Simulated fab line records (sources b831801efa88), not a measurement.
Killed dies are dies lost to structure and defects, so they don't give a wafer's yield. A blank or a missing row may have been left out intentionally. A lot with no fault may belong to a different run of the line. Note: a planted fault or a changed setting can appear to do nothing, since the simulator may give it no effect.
Chamber matching / flow sky130 / SKY_VIA3_CMP_02 on cmp-01: 4 sister chambers
The step polishes SiO2. 7 wafers are shown with their chamber, then 7 later ones without.

== EACH WAFER AND ITS CHAMBER ==
wafer=L300.4; chamber=0; motor_current_A (A)=11.8
wafer=L306.3; chamber=0; motor_current_A (A)=10.9
wafer=L306.4; chamber=2; motor_current_A (A)=13.1
wafer=L311.4; chamber=3; motor_current_A (A)=10.7
wafer=L311.5; chamber=1; motor_current_A (A)=12.5
wafer=L313.4; chamber=1; motor_current_A (A)=11.5
wafer=L313.5; chamber=3; motor_current_A (A)=11.3

== WAFERS WITHOUT THEIR CHAMBER ==
wafer=L313.6; motor_current_A (A)=13.1
wafer=L321.1; motor_current_A (A)=13.3
wafer=L321.5; motor_current_A (A)=10.6
wafer=L321.6; motor_current_A (A)=11.2
wafer=L323.1; motor_current_A (A)=10.6
wafer=L323.3; motor_current_A (A)=11.2
wafer=L323.6; motor_current_A (A)=11.5

== WHICH CHAMBER EACH WENT THROUGH ==
wafer=L313.6; from the rows above=can't be placed: 2 or 1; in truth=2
wafer=L321.1; from the rows above=can't be placed: 2 or 1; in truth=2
wafer=L321.5; from the rows above=can't be placed: 3 or 0 or 1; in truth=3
wafer=L321.6; from the rows above=can't be placed: 0 or 3 or 1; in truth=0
wafer=L323.1; from the rows above=can't be placed: 3 or 0 or 1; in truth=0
wafer=L323.3; from the rows above=can't be placed: 0 or 3 or 1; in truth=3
wafer=L323.6; from the rows above=can't be placed: 0 or 1 or 3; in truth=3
Placed correctly: 0 of 7. From these rows, 7 cannot be placed; in 7 the true chamber is one of the candidates. Number placed wrongly: 0.
How it was worked out, from the rows above alone: a wafer's distance from a chamber is the root of the sum, over the readings, of the square of ((its reading less the chamber's mean) divided by the reading's scatter). The wafer belongs to the nearest chamber; if the next one is less than 2 further off, it can't be placed. Each chamber's mean is taken over the wafers shown for it. How the scatter is found: for the shown wafers, subtract from each reading the mean of its chamber, square and add these, divide the total by (wafers less chambers), then take the root.
